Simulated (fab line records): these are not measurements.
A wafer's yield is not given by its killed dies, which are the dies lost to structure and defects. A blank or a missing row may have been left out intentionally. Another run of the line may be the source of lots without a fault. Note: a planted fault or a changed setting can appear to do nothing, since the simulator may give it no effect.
One fault through the eyes of 2 desks + flow gf180mcu + every desk sees just its own numbers, and what lay behind them comes last

DESK OF THE TOOL OWNER: pvd sputter-01
At GF_M3_SPUTTER_01 (material TiN, target thk 30 nm, time 25 s) the tool's own readings: per lot run on this tool, the mean of the sampled wafers that have a number. Any lot whose mean is over 4 standard deviations away from the usual mean is out of limits and marked OUT; that distance is given in the brackets.
Columns: A = throttle valve pct at GF_M3_SPUTTER_01, usual 30.3 %
| lot  | first seen here | A    |
|------|-----------------|------|
| L998 | day 21 08:23    | 31.0 |
| L105 | day 23 21:42    | 30.0 |
| L107 | day 24 07:55    | 30.9 |
| L114 | day 26 15:04    | 31.0 |
| L115 | day 26 22:35    | 31.0 |
| L116 | day 27 08:04    | 30.2 |
This desk found nothing out of limits on any of the 6 lots.

THE METROLOGY DESK
Lot by lot, what the gauges showed, no matter which tool ran the lot: averages of those sampled wafers that carry a number. Any lot whose mean is over 4 standard deviations away from the usual mean is out of limits and marked OUT; that distance is given in the brackets. It has 9 readings; the 7 that lie furthest out on some lot are the ones shown.
Columns: A = V2_W_RS at GF_V2_RS_MEAS_24, usual 0.329 ohm/sq; B = V2_W_THK at GF_V2_THK_MEAS_25, usual 352 nm; C = M3_ALCU_RS at GF_M3_RS_MEAS_05, usual 0.0696 ohm/sq; D = M3_ALCU_THK at GF_M3_THK_MEAS_06, usual 461 nm; E = cd nm at GF_M3_CD_MEAS_14, usual 279.7 nm; F = M3_OVL at GF_M3_OVL_MEAS_15, usual -3 nm; G = V3_BOW at GF_V3_BOW_MEAS_05, usual 114 um
| lot  | first seen here | A     | B   | C      | D   | E     | F   | G   |
|------|-----------------|-------|-----|--------|-----|-------|-----|-----|
| L998 | day 21 07:49    | 0.330 | 354 | 0.0700 | 459 | 281.3 | -7  | 112 |
| L105 | day 23 21:07    | 0.334 | 347 | 0.0694 | 469 | 278.9 | -6  | 129 |
| L106 | day 24 02:31    | 0.327 | 354 | 0.0684 | 468 | 280.7 | 4   | 113 |
| L107 | day 24 07:22    | 0.326 | 356 | 0.0711 | 452 | 280.4 | -2  | 108 |
| L114 | day 26 14:29    | 0.335 | 346 | 0.0690 | 462 | 280.4 | -3  | 112 |
| L115 | day 26 22:00    | 0.329 | 344 | 0.0692 | 466 | 279.2 | -2  | 121 |
| L116 | day 27 07:29    | 0.326 | 358 | 0.0686 | 470 | 282.8 | -11 | 112 |
This desk found nothing out of limits on any of the 7 lots.

TAKEN TOGETHER
The tool owner's desk saw nothing out of limits.
The metrology desk saw nothing out of limits.

WHAT THE SIMULATOR PUT IN
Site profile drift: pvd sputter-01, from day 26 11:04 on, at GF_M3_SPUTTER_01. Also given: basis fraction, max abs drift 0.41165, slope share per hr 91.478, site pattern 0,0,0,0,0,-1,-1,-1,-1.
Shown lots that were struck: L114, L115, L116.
